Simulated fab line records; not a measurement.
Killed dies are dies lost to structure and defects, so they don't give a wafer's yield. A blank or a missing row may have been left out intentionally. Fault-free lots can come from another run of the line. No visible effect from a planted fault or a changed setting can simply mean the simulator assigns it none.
Chamber matching    flow sky130    cmp-01 running SKY_LI_CONTACT_CMP_24: 4 sister chambers
The step polishes, stops on PSG, t overpolish 20 s, target thk 0 nm. 4 wafers are shown with their chamber, then 12 later ones without.

WAFERS WITH THEIR CHAMBER
wafer   chamber  motor_current_A (A)
L083.4  3        10.9
L085.4  0        12.0
L089.5  2        11.8
L089.6  1        10.8

WAFERS MISSING THEIR CHAMBER
wafer   motor_current_A (A)
L090.1  10.6
L090.3  11.3
L090.6  11.0
L093.1  11.4
L093.2  11.3
L093.4  10.5
L094.1  10.3
L094.4  11.5
L094.5  10.8
L096.2  11.8
L096.4  10.8
L096.5  10.3

CHAMBER TAKEN BY EACH
wafer   from the rows above                in truth
L090.1  can't be placed: 1 or 3            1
L090.3  can't be placed: 3 or 1 or 2 or 0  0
L090.6  can't be placed: 3 or 1            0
L093.1  can't be placed: 2 or 3 or 0 or 1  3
L093.2  can't be placed: 3 or 1 or 2 or 0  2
L093.4  can't be placed: 1 or 3            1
L094.1  can't be placed: 1 or 3            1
L094.4  can't be placed: 2 or 0 or 3 or 1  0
L094.5  can't be placed: 1 or 3            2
L096.2  can't be placed: 2 or 0            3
L096.4  can't be placed: 1 or 3            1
L096.5  can't be placed: 1 or 3            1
Correct placement for 0 of the 12. From these rows, 12 cannot be placed; in 9 the true chamber is one of the candidates. Number placed wrongly: 0.
How it was worked out, from the rows above alone: a wafer's distance from a chamber is the root of the sum, over the readings, of the square of ((its reading less the chamber's mean) divided by the reading's scatter). If the next closest chamber is less than 2 further off than the closest, the wafer can't be placed; otherwise it belongs to the closest. The mean given for a chamber averages the wafers shown for that chamber. The scatter: root of mean squared gap, hidden wafer to nearest shown wafer, with one shown wafer a chamber.
